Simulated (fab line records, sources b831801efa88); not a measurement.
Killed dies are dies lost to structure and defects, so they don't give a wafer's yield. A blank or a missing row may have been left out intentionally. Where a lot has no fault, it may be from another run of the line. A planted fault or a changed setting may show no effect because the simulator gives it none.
fab line records	flow sky130	part 1 of 2: steps 1 to 26 of 38
record lots=5	wafers=15	last-day=50
route steps=708 shown FIELD_ISO@17 NWELL@32 DNWELL@35 PWDE@45
lots untouched by any fault: they come from a run of this same line in which no faults occurred
start-h: hours from the record's first day to the start of the lot's first wafer shown	wait-h: how many hours have passed since the lot's step before this one	" unchanged from the row above	L1.1+2: several wafers, shown together as one row	- value missing, or start not given	* or withheld: withheld	< > ~ a bound
route shown NAME@n: names a module that has steps shown in the file, with the first one's number in the route	usual: mean/standard deviation of fault-free wafers	same: alike in all rows	chamber/n: place in a boat	sites: readings site by site	_std_site: standard deviation across them	_edge_site: mean of outer sites minus mean of inner sites	radius-mm: how far each site lies from the wafer's centre	mask NAME#n: copy n	behind: the last tool/chamber to shape the wafer	hold: why the lot was held/for how many hours/how that ended	device: which transistor (n, p or np) failed to switch	end of line: at the end of the route, the tests of the same wafers	a step with no rows: only its recipe	killed: count of dies lost to structure and defects at first sort (not the wafer's yield)	map: a wafer's dies, x killed, . not, _ none there
set.NAME: setting as actually run; set.NAME@STEP: the setting as run at that earlier step	model.NAME: the simulator's own value behind a step, which no gauge read
lots seen at some steps along the route; tables by step, rows by wafer
services: from which hour (start-h, from the record's first day; less than 0 if before it) a tool's chamber was out of use, for how many hours, and why
## steps
# step SKY_FIELD_ISO_STRIP_16
# recipe chemistry=O2/N2	power-w=1400	pressure-mtorr=1500	platen-temp-c=withheld	o2-flow-sccm=3000	n2-flow-sccm=300	overash-fraction=0.5
# usual drypump-motor-current-A=5.8/0.44	oes-product-au=0.378/0.0045	strip-time-to-endpoint-s=3.569/0.028
# same overash-fraction=0.5
lot.wafer	tool	chamber	start-h	wait-h	drypump-motor-current-A	oes-product-au	rf-hours-counter-h	strip-time-to-endpoint-s
L078.2	plasma-asher-04	1	52.64	0.0	5.7	0.382	35	3.553
L078.3	"	0	"	"	5.4	0.380	-	3.518
L078.5	"	0	"	"	5.4	0.375	-	3.552
L083.4	plasma-asher-02	1	76.72	0.0	5.8	0.382	-	3.574
L083.5	"	1	"	"	5.9	0.383	-	3.577
L083.6	"	0	"	"	6.0	0.378	-	3.563
L094.1	plasma-asher-04	1	136.79	0.0	5.6	0.380	45	3.527
L094.5	"	0	"	"	5.4	0.377	-	3.556
L094.6	"	1	"	"	5.6	0.378	-	3.530
L096.1	plasma-asher-01	0	143.26	0.0	6.6	0.369	35	3.551
L096.2	"	1	"	"	5.3	0.374	35	3.592
L096.4	"	0	"	"	6.6	0.375	-	3.571
L097.2	plasma-asher-01	0	150.39	0.0	6.6	0.378	36	3.567
L097.3	"	0	"	"	6.6	0.382	-	3.578
L097.5	"	1	"	"	5.3	0.378	-	3.611
# step SKY_FIELD_ISO_ETCH_17
# recipe target-depth-a=3420	mask-material=Si3N4	chemistry=HBr/Cl2/O2	target=Si	taper-deg=5	icp-w=600	bias-w=150	pressure-mtorr=15	HBr_flow_sccm=150	Cl2_flow_sccm=40	O2_flow_sccm=6	time-s=97.7
# usual HBr_flow_sccm=150.0/0.43	O2_flow_sccm=6.001/0.019	drypump-motor-current-A=5.9/0.54	oes-product-au=1.003/0.0086	throttle-valve-pct=25.654/0.011
# same time-s=97.7
lot.wafer	tool	chamber	start-h	wait-h	HBr_flow_sccm	O2_flow_sccm	drypump-motor-current-A	oes-product-au	rf-hours-counter-h	throttle-valve-pct
L078.2	rie-si-02	3	52.74	0.1	149.9	6.017	6.6	1.013	3	25.639
L078.3	"	2	"	"	150.0	5.984	5.2	1.004	5	25.654
L078.5	"	0	"	"	150.3	6.004	5.9	1.010	-	25.635
L083.4	rie-si-02	3	76.79	0.0	149.8	6.031	6.6	1.007	3	25.653
L083.5	"	2	"	"	150.0	5.986	5.2	0.997	-	25.649
L083.6	"	3	"	"	149.6	6.008	6.7	0.998	-	25.656
L094.1	rie-si-02	3	136.89	0.1	149.2	5.978	6.6	1.017	4	25.647
L094.5	"	1	"	"	149.4	6.010	5.6	1.011	-	25.668
L094.6	"	3	"	"	150.0	5.963	6.6	1.005	-	25.658
L096.1	rie-si-02	2	143.36	0.1	150.0	6.004	5.2	1.006	6	25.673
L096.2	"	3	"	"	149.8	5.998	6.6	1.007	4	25.648
L096.4	"	1	"	"	150.0	6.026	5.6	1.011	3	25.649
L097.2	rie-si-02	2	150.49	0.1	149.7	5.982	5.1	1.012	6	25.669
L097.3	"	1	"	"	149.3	6.001	5.6	1.015	3	25.635
L097.5	"	2	"	"	149.4	5.992	5.2	1.003	-	25.662
# step SKY_FIELD_ISO_WET_ETCH_18
# recipe chemistry=H3PO4	target-depth-nm=25	temp-c=160	target=Si3N4	time-s=286
# usual bath-guard-temp-C=159.9/0.45	bath-heat-duty-pct=26/3.4
# same time-s=286
lot.wafer	tool	chamber	start-h	wait-h	bath-guard-temp-C	bath-heat-duty-pct
L078.2	wet-bench-01	1	52.82	0.0	159.7	27
L078.3	"	1	"	"	159.4	26
L078.5	"	1	"	"	159.7	26
L083.4	wet-bench-02	1	76.86	0.0	160.4	28
L083.5	"	1	"	"	160.6	27
L083.6	"	1	"	"	160.1	27
L094.1	wet-bench-01	2	136.97	0.0	160.5	22
L094.5	"	2	"	"	159.8	23
L094.6	"	2	"	"	160.0	24
L096.1	wet-bench-04	0	143.43	0.0	159.6	24
L096.2	"	0	"	"	159.9	26
L096.4	"	0	"	"	159.5	24
L097.2	wet-bench-01	0	150.56	0.0	160.2	30
L097.3	"	0	"	"	159.8	31
L097.5	"	0	"	"	159.9	28
# step SKY_FIELD_ISO_CLEAN_19
# recipe chemistry=SC1/SC2	mix=1:4:20	temp-c=70	time-s=150
# usual bath-guard-temp-C=69.9/0.41	bath-heat-duty-pct=13.6/1.6
# same time-s=150
lot.wafer	tool	chamber	start-h	wait-h	bath-guard-temp-C	bath-heat-duty-pct
L078.2	wet-bench-02	2	52.90	0.0	69.4	16.1
L078.3	"	2	"	"	69.5	16.7
L078.5	"	2	"	"	69.5	14.4
L083.4	wet-bench-04	0	76.95	0.0	69.7	13.6
L083.5	"	0	"	"	69.5	13.1
L083.6	"	0	"	"	69.6	11.5
L094.1	wet-bench-04	1	137.06	0.0	70.2	15.5
L094.5	"	1	"	"	70.0	15.9
L094.6	"	1	"	"	69.8	14.5
L096.1	wet-bench-01	1	143.52	0.0	69.5	13.2
L096.2	"	1	"	"	69.7	13.0
L096.4	"	1	"	"	69.4	13.7
L097.2	wet-bench-04	2	150.65	0.0	69.8	14.4
L097.3	"	2	"	"	69.6	14.6
L097.5	"	2	"	"	69.7	15.3
# step SKY_FIELD_ISO_CLEAN_20
# recipe chemistry=dHF	time-s=20	dilution=100:1
# same time-s=20
lot.wafer	tool	chamber	start-h	wait-h
L078.2+3+5	wet-bench-04	1	52.95	0.0
L083.4+5+6	wet-bench-02	1	77.00	0.0
L094.1+5+6	wet-bench-01	0	137.11	0.0
L096.1+2+4	wet-bench-01	0	143.57	0.0
L097.2+3+5	wet-bench-01	1	150.75	0.0
# step SKY_FIELD_ISO_WET_ETCH_21
# recipe chemistry=dHF	dilution=100:1	target-depth-nm=20	dry=ipa-marangoni	target=SiO2	temp-c=25	time-s=400
# usual bath-heat-duty-pct=6.2/0.88
# same time-s=400
lot.wafer	tool	chamber	start-h	wait-h	bath-heat-duty-pct
L078.2	wet-bench-01	2	52.97	0.0	5.1
L078.3	"	2	"	"	5.1
L078.5	"	2	"	"	5.3
L083.4	wet-bench-04	3	77.02	0.0	5.5
L083.5	"	3	"	"	6.2
L083.6	"	3	"	"	5.5
L094.1	wet-bench-01	2	137.13	0.0	5.0
L094.5	"	2	"	"	4.5
L094.6	"	2	"	"	5.6
L096.1	wet-bench-01	3	143.59	0.0	6.5
L096.2	"	3	"	"	6.7
L096.4	"	3	"	"	6.0
L097.2	wet-bench-04	3	150.77	0.0	6.5
L097.3	"	3	"	"	6.2
L097.5	"	3	"	"	6.8
# step SKY_FIELD_ISO_OXIDATION_22
# recipe temp-c=957.2	ambient=O2	stabilise-s=600	purge-s=300	target-thk-a=100	ox-time-s=623
# usual spike-tc-upper-C=958.4/1.2	tube-center-temp-C=957.19/0.087
# same purge-s=300	stabilise-s=600
lot.wafer	tool	chamber	start-h	wait-h	spike-tc-upper-C	tube-center-temp-C
L078.2	furnace-01	0	53.10	0.0	958.9	957.16
L078.3	"	0	"	"	957.7	957.14
L078.5	"	0	"	"	958.9	957.34
L083.4	furnace-01	0	77.14	0.0	958.6	957.26
L083.5	"	0	"	"	960.5	957.16
L083.6	"	0	"	"	958.0	957.09
L094.1	furnace-01	0	139.00	1.7	959.7	957.15
L094.5	"	0	"	"	959.8	957.26
L094.6	"	0	"	"	959.7	957.04
L096.1	furnace-02	0	143.71	0.0	958.2	957.11
L096.2	"	0	"	"	957.4	957.13
L096.4	"	0	"	"	958.0	957.14
L097.2	furnace-01	0	151.73	0.7	959.1	957.02
L097.3	"	0	"	"	958.5	957.07
L097.5	"	0	"	"	959.7	957.2
# step SKY_FIELD_ISO_THK_MEAS_23
# recipe reads=SiO2_of_FIELD_ISO_OXIDATION_22
# usual FIELD_ISO_OXIDATION_01_THK=11.10/0.21
lot.wafer	tool	chamber	start-h	wait-h	FIELD_ISO_OXIDATION_01_THK[nm]
L078.2	film-metro-04	-	54.28	0.0	10.92
L078.3	"	-	"	"	11.01
L078.5	"	-	"	"	11.18
L083.4	film-metro-04	-	78.34	0.0	10.88
L083.5	"	-	"	"	11.02
L083.6	"	-	"	"	10.91
L094.1	film-metro-02	-	140.17	0.0	10.86
L094.5	"	-	"	"	10.85
L094.6	"	-	"	"	10.87
L096.1	film-metro-02	-	144.88	0.0	11.14
L096.2	"	-	"	"	11.09
L096.4	"	-	"	"	10.99
L097.2	film-metro-02	-	152.91	0.0	10.82
L097.3	"	-	"	"	10.62
L097.5	"	-	"	"	10.74
# step SKY_FIELD_ISO_CVD_24
# recipe material=SiO2	target-thk-nm=595	temp-c=650	sigma-open-frac=0.3	time-s=99.2	sih4-flow-sccm=60	pressure-mtorr=6
# same time-s=99.2
lot.wafer	tool	chamber	start-h	wait-h
L078.2+3+5	hdpcvd-01	2,1,1	54.33	0.0
L083.4+5+6	hdpcvd-01	0,1,2	78.41	0.1
L094.1+5+6	hdpcvd-01	2,2,1	140.23	0.1
L096.1+2+4	hdpcvd-02	0,1,1	144.94	0.1
L097.2+3+5	hdpcvd-02	1,2,1	152.96	0.0
# step SKY_FIELD_ISO_THK_MEAS_25
# recipe reads=SiO2_of_FIELD_ISO_CVD_24
# usual FIELD_ISO_CVD_24_THK=594/5.5
lot.wafer	tool	chamber	start-h	wait-h	FIELD_ISO_CVD_24_THK[nm]
L078.2	film-metro-01	-	54.41	0.0	597
L078.3	"	-	"	"	594
L078.5	"	-	"	"	594
L083.4	film-metro-02	-	78.47	0.0	595
L083.5	"	-	"	"	599
L083.6	"	-	"	"	600
L094.1	film-metro-04	-	140.34	0.1	586
L094.5	"	-	"	"	591
L094.6	"	-	"	"	589
L096.1	film-metro-01	-	145.01	0.0	585
L096.2	"	-	"	"	594
L096.4	"	-	"	"	597
L097.2	film-metro-04	-	153.04	0.0	594
L097.3	"	-	"	"	594
L097.5	"	-	"	"	597
# step SKY_FIELD_ISO_ANNEAL_26
# recipe temp-c=1000	time-s=1800	ambient=N2
# usual spike-tc-upper-C=1000.8/1.2	tube-center-temp-C=1000/0.09
# same time-s=1800
lot.wafer	tool	chamber	start-h	wait-h	spike-tc-upper-C	tube-center-temp-C
L078.2	furnace-02	0	55.15	0.7	999.1	999.93
L078.3	"	0	"	"	1001.5	1000.1
L078.5	"	0	"	"	999.1	1000
L083.4	furnace-01	0	78.50	0.0	1001.1	999.99
L083.5	"	0	"	"	1002.2	1000.1
L083.6	"	0	"	"	1001.9	1000
L094.1	furnace-02	0	141.01	0.7	1000.1	999.99
L094.5	"	0	"	"	1001.9	1000
L094.6	"	0	"	"	1002.0	999.95
L096.1	furnace-02	0	146.38	1.4	1001.1	1000
L096.2	"	0	"	"	1001.5	1000
L096.4	"	0	"	"	1000.6	999.87
L097.2	furnace-02	0	154.15	1.1	1002.0	1000.1
L097.3	"	0	"	"	1001.5	1000
L097.5	"	0	"	"	999.9	999.89
# step SKY_FIELD_ISO_CMP_27
# recipe stop-on=Si3N4	t-overpolish-s=16	down-force-psi=4	platen-rpm=60	target-thk-nm=457.8	pad-velocity-m-s=0.94248
# usual motor-current-A=12.4/1.3	overpolish-run-s=16.000/0.0095	time-to-endpoint-s=110/4.2
lot.wafer	tool	chamber	start-h	wait-h	motor-current-A	overpolish-run-s	time-to-endpoint-s
L078.3	cmp-01	0	56.70	0.1	13.6	15.994	112
L078.2	"	1	"	"	12.5	15.986	112
L078.5	"	3	"	"	12.0	15.999	108
L083.4	cmp-02	3	80.05	0.1	15.2	15.999	105
L083.6	"	2	"	"	12.0	16.000	107
L083.5	"	3	"	"	14.5	16.000	106
L094.1	cmp-01	3	142.56	0.1	11.8	15.988	105
L094.5	"	2	"	"	10.8	16.009	108
L094.6	"	3	"	"	12.6	16.011	109
L096.1	cmp-02	0	147.88	0.0	11.7	16.020	101
L096.4	"	1	"	"	12.6	15.997	105
L096.2	"	2	"	"	11.4	16.002	105
L097.2	cmp-01	0	155.75	0.1	14.4	15.985	108
L097.3	"	1	"	"	12.0	16.019	110
L097.5	"	3	"	"	12.0	16.021	111
# step SKY_FIELD_ISO_WET_ETCH_28
# recipe chemistry=dHF	target-depth-nm=23.7	target=SiO2	dilution=10:1	temp-c=25	time-s=47
# usual bath-heat-duty-pct=6.4/0.84
# same time-s=47
lot.wafer	tool	chamber	start-h	wait-h	bath-heat-duty-pct
L078.2	wet-bench-02	1	56.95	0.1	7.1
L078.3	"	1	"	"	6.6
L078.5	"	1	"	"	7.5
L083.4	wet-bench-02	3	80.30	0.2	6.3
L083.5	"	3	"	"	6.6
L083.6	"	3	"	"	7.4
L094.1	wet-bench-04	2	142.81	0.2	6.7
L094.5	"	2	"	"	7.3
L094.6	"	2	"	"	7.3
L096.1	wet-bench-04	0	148.18	0.2	6.1
L096.2	"	0	"	"	6.2
L096.4	"	0	"	"	6.7
L097.2	wet-bench-01	2	155.95	0.1	5.7
L097.3	"	2	"	"	4.6
L097.5	"	2	"	"	5.3
# step SKY_FIELD_ISO_WET_ETCH_29
# recipe chemistry=H3PO4	target-depth-nm=160	target=Si3N4	temp-c=160	time-s=1825
# usual bath-guard-temp-C=160.1/0.45	bath-heat-duty-pct=26/3.3
# same time-s=1825
lot.wafer	tool	chamber	start-h	wait-h	bath-guard-temp-C	bath-heat-duty-pct
L078.2	wet-bench-04	3	56.97	0.0	160.8	26
L078.3	"	3	"	"	160.6	24
L078.5	"	3	"	"	160.8	26
L083.4	wet-bench-04	2	80.33	0.0	159.5	28
L083.5	"	2	"	"	159.6	27
L083.6	"	2	"	"	159.8	29
L094.1	wet-bench-01	3	142.83	0.0	159.8	31
L094.5	"	3	"	"	159.8	30
L094.6	"	3	"	"	160.0	33
L096.1	wet-bench-04	0	148.20	0.0	159.7	27
L096.2	"	0	"	"	159.9	26
L096.4	"	0	"	"	159.6	25
L097.2	wet-bench-04	0	155.97	0.0	159.8	25
L097.3	"	0	"	"	160.0	25
L097.5	"	0	"	"	159.8	26
# step SKY_FIELD_ISO_WET_ETCH_30
# recipe chemistry=dHF	target-depth-nm=25	target=SiO2	dilution=10:1	temp-c=25	time-s=50
# usual bath-heat-duty-pct=6.4/0.82
# same time-s=50
lot.wafer	tool	chamber	start-h	wait-h	bath-heat-duty-pct
L078.2	wet-bench-01	2	57.48	0.0	5.2
L078.3	"	2	"	"	5.4
L078.5	"	2	"	"	5.0
L083.4	wet-bench-02	3	80.84	0.0	6.2
L083.5	"	3	"	"	7.7
L083.6	"	3	"	"	6.8
L094.1	wet-bench-04	3	143.35	0.0	6.8
L094.5	"	3	"	"	5.1
L094.6	"	3	"	"	5.9
L096.1	wet-bench-01	0	148.72	0.0	6.0
L096.2	"	0	"	"	7.1
L096.4	"	0	"	"	7.2
L097.2	wet-bench-04	3	157.00	0.0	5.8
L097.3	"	3	"	"	5.2
L097.5	"	3	"	"	6.1
# step SKY_NWELL_CLEAN_00
# recipe chemistry=SC1/SC2	mix=1:4:20	temp-c=70	time-s=150	dry=n2-spin
# usual bath-guard-temp-C=70.1/0.48	bath-heat-duty-pct=13.8/1.2
# same time-s=150
lot.wafer	tool	chamber	start-h	wait-h	bath-guard-temp-C	bath-heat-duty-pct
L078.2	wet-bench-02	1	57.51	0.0	70.0	14.0
L078.3	"	1	"	"	70.1	13.7
L078.5	"	1	"	"	70.2	14.5
L083.4	wet-bench-04	3	80.86	0.0	70.7	12.4
L083.5	"	3	"	"	70.2	12.8
L083.6	"	3	"	"	70.4	13.5
L094.1	wet-bench-01	0	143.37	0.0	69.9	14.7
L094.5	"	0	"	"	69.7	14.5
L094.6	"	0	"	"	69.9	14.1
L096.1	wet-bench-04	3	148.74	0.0	70.6	13.5
L096.2	"	3	"	"	70.7	12.3
L096.4	"	3	"	"	70.4	11.3
L097.2	wet-bench-04	1	157.05	0.0	70.2	15.5
L097.3	"	1	"	"	70.0	14.1
L097.5	"	1	"	"	70.2	14.6
# step SKY_NWELL_OXIDATION_01
# recipe temp-c=900	ambient=O2	stabilise-s=600	purge-s=300	target-thk-a=100	ox-time-s=1418
# usual spike-tc-upper-C=901.1/1.2	tube-center-temp-C=899.99/0.078
# same purge-s=300	stabilise-s=600
lot.wafer	tool	chamber	start-h	wait-h	spike-tc-upper-C	tube-center-temp-C
L078.2	furnace-01	0	57.56	0.0	903.2	900.04
L078.3	"	0	"	"	901.9	900.03
L078.5	"	0	"	"	901.7	899.96
L083.4	furnace-02	0	80.91	0.0	900.3	900.11
L083.5	"	0	"	"	899.3	900.19
L083.6	"	0	"	"	899.3	899.96
L094.1	furnace-01	0	143.42	0.0	900.6	900.09
L094.5	"	0	"	"	902.2	899.96
L094.6	"	0	"	"	901.0	899.87
L096.1	furnace-01	0	148.92	0.1	899.4	900.07
L096.2	"	0	"	"	901.9	900.07
L096.4	"	0	"	"	900.8	899.87
L097.2	furnace-02	0	157.15	0.0	901.9	899.97
L097.3	"	0	"	"	900.3	900
L097.5	"	0	"	"	901.9	899.83
# step SKY_NWELL_THK_MEAS_02
# recipe reads=SiO2_of_NWELL_OXIDATION_01
# usual NWELL_OXIDATION_THK=9.98/0.19
lot.wafer	tool	chamber	start-h	wait-h	NWELL_OXIDATION_THK[nm]
L078.2	film-metro-03	-	58.96	0.0	10.26
L078.3	"	-	"	"	10.09
L078.5	"	-	"	"	10.23
L083.4	film-metro-03	-	82.34	0.0	10.25
L083.5	"	-	"	"	10.29
L083.6	"	-	"	"	10.24
L094.1	film-metro-03	-	144.81	0.0	9.90
L094.5	"	-	"	"	9.83
L094.6	"	-	"	"	9.85
L096.1	film-metro-03	-	150.32	0.0	9.87
L096.2	"	-	"	"	9.85
L096.4	"	-	"	"	9.72
L097.2	film-metro-03	-	158.55	0.0	9.70
L097.3	"	-	"	"	9.51
L097.5	"	-	"	"	9.59
# step SKY_DNWELL_DEHYDRATE_00
# recipe temp-c=200	time-s=60
# same time-s=60
lot.wafer	tool	chamber	start-h	wait-h
L078.2+3+5	litho-track-03	0	66.50	7.5
L083.4+5+6	litho-track-02	0	90.84	8.5
L094.1+5+6	litho-track-03	0	153.22	8.4
L096.1+2+4	litho-track-01	0	159.52	9.2
L097.2+3+5	litho-track-02	0	168.34	9.8
# step SKY_DNWELL_HMDS_01
# recipe prime-time-s=60	prime-temp-c=120
lot.wafer	tool	chamber	start-h	wait-h
L078.2+3+5	litho-track-03	0	66.65	0.1
L083.4+5+6	litho-track-02	0	90.99	0.1
L094.1+5+6	litho-track-03	0	153.37	0.1
L096.1+2+4	litho-track-01	0	159.67	0.1
L097.2+3+5	litho-track-02	0	168.49	0.1
# step SKY_DNWELL_COAT_02
# recipe spin-rpm=2000	resist-thk-nm=3000
# usual spin-speed-rpm=1999.9/1.5
lot.wafer	tool	chamber	start-h	wait-h	spin-speed-rpm
L078.2	litho-track-03	0	66.80	0.1	1996.3
L078.3	"	0	"	"	1997.4
L078.5	"	0	"	"	2000.0
L083.4	litho-track-02	0	91.14	0.1	2001.2
L083.5	"	0	"	"	2000.5
L083.6	"	0	"	"	1999.7
L094.1	litho-track-03	0	153.52	0.1	1999.9
L094.5	"	0	"	"	1999.3
L094.6	"	0	"	"	2003.0
L096.1	litho-track-01	0	159.82	0.1	1999.6
L096.2	"	0	"	"	2002.1
L096.4	"	0	"	"	1999.7
L097.2	litho-track-02	0	168.64	0.1	2001.5
L097.3	"	0	"	"	2002.2
L097.5	"	0	"	"	1998.8
# step SKY_DNWELL_SOFTBAKE_03
# recipe temp-c=110	time-s=withheld
lot.wafer	tool	chamber	start-h	wait-h
L078.2+3+5	litho-track-03	0	66.96	0.1
L083.4+5+6	litho-track-02	0	91.31	0.1
L094.1+5+6	litho-track-03	0	153.67	0.1
L096.1+2+4	litho-track-01	0	159.97	0.1
L097.2+3+5	litho-track-02	0	168.79	0.1
# step SKY_DNWELL_EXPOSE_04
# recipe mask-id=DNM	na=0.57	target-cd-nm=3000	dose-mj=222
lot.wafer	tool	chamber	start-h	wait-h	mask
L078.2+3+5	iline-stepper-02	0	-	-	DNM#0
L083.4+5+6	iline-stepper-01	0	-	-	DNM#0
L094.1+5+6	iline-stepper-02	0	-	-	DNM#0
L096.1+2+4	iline-stepper-02	0	-	-	DNM#0
L097.2+3+5	iline-stepper-02	0	-	-	DNM#0
# step SKY_DNWELL_PEB_05
# recipe temp-c=115	time-s=withheld
lot.wafer	tool	chamber	start-h	wait-h
L078.2+3+5	litho-track-01	0	-	-
L083.4+5+6	litho-track-02	0	-	-
L094.1+5+6	litho-track-03	0	-	-
L096.1+2+4	litho-track-01	0	-	-
L097.2+3+5	litho-track-02	0	-	-
# step SKY_DNWELL_DEVELOP_06
# recipe wall-angle-deg=90	developer=TMAH	develop-time-s=60	dev-temp-c=23
lot.wafer	tool	chamber	start-h	wait-h
L078.2+3+5	litho-track-01	0	-	-
L083.4+5+6	litho-track-02	0	-	-
L094.1+5+6	litho-track-03	0	-	-
L096.1+2+4	litho-track-01	0	-	-
L097.2+3+5	litho-track-02	0	-	-
# step SKY_DNWELL_IMPLANT_07
# recipe species=P	energy-kev=withheld	dose-cm2=withheld	tilt-deg=withheld
lot.wafer	tool	chamber	start-h	wait-h
L078.2+3+5	implanter-02	0	76.14	-
L083.4+5+6	implanter-01	0	99.99	-
L094.1+5+6	implanter-02	0	163.87	-
L096.1+2+4	implanter-02	0	170.37	-
L097.2+3+5	implanter-02	0	178.99	-
